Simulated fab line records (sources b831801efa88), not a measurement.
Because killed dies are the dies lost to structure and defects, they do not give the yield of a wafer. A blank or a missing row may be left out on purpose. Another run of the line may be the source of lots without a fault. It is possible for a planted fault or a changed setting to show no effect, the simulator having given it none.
Tool commonality check / flow sky130 / Sampled: 12 lots, 36 wafers

== REASON IT WAS OPENED ==
Of 12 lots, 2 have the reading VT_ADJUST_LVTN_TW flagged at SKY_VT_ADJUST_LVTN_TW_MEAS_10. Wafers without a fault read 241, standard deviation 3.3.
Rule: a lot is flagged in two cases, either no wafer of it has a number, or all its wafers with numbers fall more than 4 standard deviations from that mean. All remaining lots are regarded as sound.

lot=L237; measured=day 7 06:39; on=film-metro-04; VT_ADJUST_LVTN_TW, wafer by wafer=244 244 244; flag=
lot=L238; measured=day 7 13:44; on=film-metro-04; VT_ADJUST_LVTN_TW, wafer by wafer=244 246 246; flag=
lot=L240; measured=day 8 04:05; on=film-metro-02; VT_ADJUST_LVTN_TW, wafer by wafer=237 237 238; flag=
lot=L242; measured=day 8 16:36; on=film-metro-04; VT_ADJUST_LVTN_TW, wafer by wafer=246 245 246; flag=
lot=L243; measured=day 8 17:19; on=film-metro-02; VT_ADJUST_LVTN_TW, wafer by wafer=237 237 238; flag=
lot=L244; measured=day 9 02:07; on=film-metro-02; VT_ADJUST_LVTN_TW, wafer by wafer=235 239 238; flag=
lot=L245; measured=day 9 09:06; on=film-metro-02; VT_ADJUST_LVTN_TW, wafer by wafer=237 237 238; flag=
lot=L246; measured=day 9 22:44; on=film-metro-04; VT_ADJUST_LVTN_TW, wafer by wafer=276 277 277; flag=FLAGGED
lot=L251; measured=day 11 04:37; on=film-metro-02; VT_ADJUST_LVTN_TW, wafer by wafer=267 268 267; flag=FLAGGED
lot=L252; measured=day 11 11:38; on=film-metro-02; VT_ADJUST_LVTN_TW, wafer by wafer=238 239 239; flag=
lot=L255; measured=day 12 01:25; on=film-metro-02; VT_ADJUST_LVTN_TW, wafer by wafer=237 236 236; flag=
lot=L256; measured=day 12 06:38; on=film-metro-03; VT_ADJUST_LVTN_TW, wafer by wafer=242 243 242; flag=
On average the flagged lots' numbers are 272, which is +31 against the usual, or +9 standard deviations.

== TOOL THAT RAN EACH LOT ==
Before the reading, the record contains 2 process steps out of a 708-step route. Read each cell as the tool, then ch plus the chambers that the sampled wafers visited, then the start.
lot=L237; flag=; SKY_FIELD_ISO_CMP_27=cmp-01 ch 0,2,3, day 2 16:53; SKY_VT_ADJUST_LVTN_IMPLANT_08=implanter-04 ch 0, day 7 06:25
lot=L238; flag=; SKY_FIELD_ISO_CMP_27=cmp-01 ch 1,2,3, day 2 22:52; SKY_VT_ADJUST_LVTN_IMPLANT_08=implanter-02 ch 0, day 7 13:29
lot=L240; flag=; SKY_FIELD_ISO_CMP_27=cmp-02 ch 0,1,2, day 3 10:01; SKY_VT_ADJUST_LVTN_IMPLANT_08=implanter-04 ch 0, day 8 03:52
lot=L242; flag=; SKY_FIELD_ISO_CMP_27=cmp-01 ch 0,1,3, day 3 20:38; SKY_VT_ADJUST_LVTN_IMPLANT_08=implanter-03 ch 0, day 8 16:22
lot=L243; flag=; SKY_FIELD_ISO_CMP_27=cmp-01 ch 1,2,3, day 3 22:19; SKY_VT_ADJUST_LVTN_IMPLANT_08=implanter-04 ch 0, day 8 17:07
lot=L244; flag=; SKY_FIELD_ISO_CMP_27=cmp-02 ch 1,2,3, day 4 05:17; SKY_VT_ADJUST_LVTN_IMPLANT_08=implanter-03 ch 0, day 9 01:52
lot=L245; flag=; SKY_FIELD_ISO_CMP_27=cmp-01 ch 0,1,3, day 4 09:05; SKY_VT_ADJUST_LVTN_IMPLANT_08=implanter-03 ch 0, day 9 08:52
lot=L246; flag=FLAGGED; SKY_FIELD_ISO_CMP_27=cmp-02 ch 0,2, day 4 19:24; SKY_VT_ADJUST_LVTN_IMPLANT_08=implanter-03 ch 0, day 9 22:31
lot=L251; flag=FLAGGED; SKY_FIELD_ISO_CMP_27=cmp-01 ch 0,2, day 5 18:16; SKY_VT_ADJUST_LVTN_IMPLANT_08=implanter-03 ch 0, day 11 04:23
lot=L252; flag=; SKY_FIELD_ISO_CMP_27=cmp-01 ch 1,2, day 5 23:52; SKY_VT_ADJUST_LVTN_IMPLANT_08=implanter-04 ch 0, day 11 11:23
lot=L255; flag=; SKY_FIELD_ISO_CMP_27=cmp-02 ch 0,2,3, day 6 13:56; SKY_VT_ADJUST_LVTN_IMPLANT_08=implanter-02 ch 0, day 12 01:10
lot=L256; flag=; SKY_FIELD_ISO_CMP_27=cmp-02 ch 0,1,2, day 6 17:31; SKY_VT_ADJUST_LVTN_IMPLANT_08=implanter-04 ch 0, day 12 06:23
These steps, and what they do:
- SKY_FIELD_ISO_CMP_27: polishes, stops on Si3N4, t overpolish 16 s, target thk 457.8 nm.
- SKY_VT_ADJUST_LVTN_IMPLANT_08
- SKY_VT_ADJUST_LVTN_TW_MEAS_10

== FLAGGED OVER TOTAL, TOOL BY TOOL (the gauges that took the reading come last) ==
step=SKY_FIELD_ISO_CMP_27; tool=cmp-01; lots run=7; flagged=1; share of the flagged lots=some; sound lots run after its first flagged lot=1 (L252)
step=SKY_FIELD_ISO_CMP_27; tool=cmp-02; lots run=5; flagged=1; share of the flagged lots=some; sound lots run after its first flagged lot=2 (L255,L256)
step=SKY_VT_ADJUST_LVTN_IMPLANT_08; tool=implanter-02; lots run=2; flagged=0; share of the flagged lots=none; sound lots run after its first flagged lot=-
step=SKY_VT_ADJUST_LVTN_IMPLANT_08; tool=implanter-03; lots run=5; flagged=2; share of the flagged lots=all; sound lots run after its first flagged lot=0
step=SKY_VT_ADJUST_LVTN_IMPLANT_08; tool=implanter-04; lots run=5; flagged=0; share of the flagged lots=none; sound lots run after its first flagged lot=-
step=SKY_VT_ADJUST_LVTN_TW_MEAS_10; tool=film-metro-02; lots run=7; flagged=1; share of the flagged lots=some; sound lots run after its first flagged lot=2 (L252,L255)
step=SKY_VT_ADJUST_LVTN_TW_MEAS_10; tool=film-metro-03; lots run=1; flagged=0; share of the flagged lots=none; sound lots run after its first flagged lot=-
step=SKY_VT_ADJUST_LVTN_TW_MEAS_10; tool=film-metro-04; lots run=4; flagged=1; share of the flagged lots=some; sound lots run after its first flagged lot=0

== THE TABLE: WHAT IT ALLOWS ==
1 row of the table ran every flagged lot: implanter-03 at SKY_VT_ADJUST_LVTN_IMPLANT_08.
- implanter-03 at SKY_VT_ADJUST_LVTN_IMPLANT_08: 2 of its 5 lots flagged. A fault beginning between L245 (day 9 08:52), its last sound lot, and L246 (day 9 22:31), its first flagged one, fits the data. Its own readings (dose-ions-cm2, faraday-current-uA) fall more than 4 standard deviations out on all wafers of the flagged lots.
What remains is a single tool, implanter-03 at SKY_VT_ADJUST_LVTN_IMPLANT_08.

== WHAT THE SIMULATOR HAD PUT IN ==
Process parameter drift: implanter-03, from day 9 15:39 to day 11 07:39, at SKY_VT_ADJUST_LVTN_IMPLANT_08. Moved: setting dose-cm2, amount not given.
Lots struck among those shown: L246, L251. The same result came from the rule above.
